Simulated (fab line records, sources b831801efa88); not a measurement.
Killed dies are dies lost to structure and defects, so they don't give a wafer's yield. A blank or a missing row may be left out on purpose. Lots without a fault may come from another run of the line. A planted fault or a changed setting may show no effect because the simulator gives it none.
Chamber matching | flow sky130 | SKY_VIA2_CMP_24 on cmp-02: 4 sister chambers
The step polishes, stops on SiO2, t overpolish 20 s, target thk 0 nm. 22 wafers are shown with their chamber, then 11 later ones without.

WAFERS WITH THEIR CHAMBER
wafer  | chamber | motor_current_A (A) | overpolish_run_s (s) | time_to_endpoint_s (s)
L075.2 | 0       | 11.4                | 19.994               | 100
L075.3 | 3       | 10.7                | 19.996               | 94
L075.4 | 1       | 9.8                 | 20.013               | 99
L076.1 | 2       | 9.8                 | 20.008               | 96
L076.4 | 3       | 10.4                | 20.007               | 99
L076.5 | 0       | 11.6                | 19.986               | 97
L080.3 | 0       | 11.2                | 19.998               | 100
L080.5 | 0       | 12.2                | 19.999               | 96
L080.6 | 1       | 10.1                | 20.009               | 98
L081.2 | 1       | 9.5                 | 19.977               | 91
L081.5 | 0       | 12.1                | 19.998               | 100
L081.6 | 3       | 10.8                | 19.997               | 96
L082.1 | 1       | 9.9                 | 20.001               | 93
L082.2 | 0       | 11.9                | 19.995               | 93
L082.3 | 2       | 10.0                | 20.011               | 97
L085.1 | 3       | 11.1                | 20.001               | 99
L085.3 | 0       | 11.9                | 20.011               | 102
L085.4 | 1       | 9.8                 | 19.999               | 100
L087.2 | 2       | 9.9                 | 19.993               | 98
L087.4 | 1       | 10.0                | 20.010               | 98
L087.6 | 3       | 10.6                | 19.987               | 95
L090.4 | 1       | 10.5                | 20.015               | 93

SIGNATURES (means of the wafers above)
reading            | chamber 0 | chamber 1 | chamber 2 | chamber 3 | scatter within a chamber
motor_current_A    | 11.757    | 9.943     | 9.900     | 10.720    | 0.306
overpolish_run_s   | 19.99729  | 20.00343  | 20.00400  | 19.99760  | 0.00989
time_to_endpoint_s | 98.29     | 96.00     | 97.00     | 96.60     | 2.95
Rule: a wafer's distance from a chamber is the root of the sum, over the readings, of the square of ((its reading less the chamber's mean) divided by the reading's scatter). The wafer belongs to the nearest chamber; if the next one is less than 2 further off, it can't be placed. The scatter: the root of (the sum of the squares of (reading less its chamber's mean) over the shown wafers, divided by (wafers less chambers)).

WAFERS WITHOUT THEIR CHAMBER
wafer  | motor_current_A (A) | overpolish_run_s (s) | time_to_endpoint_s (s)
L090.5 | 10.0                | 19.993               | 97
L090.6 | 10.3                | 19.992               | 101
L090.1 | 10.1                | 19.971               | 97
L090.2 | 9.5                 | 19.999               | 100
L090.3 | 11.5                | 19.993               | 96
L092.1 | 12.2                | 20.017               | 99
L092.4 | 9.6                 | 19.995               | 96
L092.5 | 11.4                | 19.996               | 96
L097.1 | 11.6                | 19.997               | 96
L097.5 | 10.8                | 19.984               | 97
L097.6 | 9.8                 | 20.007               | 99

WHICH CHAMBER EACH WENT THROUGH
wafer  | from the rows above          | in truth
L090.5 | can't be placed: 1 or 2 or 3 | 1
L090.6 | can't be placed: 3 or 2 or 1 | 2
L090.1 | can't be placed: 1 or 3 or 2 | 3
L090.2 | can't be placed: 2 or 1      | 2
L090.3 | can't be placed: 0 or 3      | 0
L092.1 | 0                            | 0
L092.4 | can't be placed: 2 or 1      | 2
L092.5 | can't be placed: 0 or 3      | 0
L097.1 | can't be placed: 0 or 3      | 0
L097.5 | 3                            | 3
L097.6 | can't be placed: 2 or 1      | 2
Placed correctly: 2 of 11. Can't be placed from these rows: 9 (the true chamber is among the candidates in 9). Placed wrongly: 0.
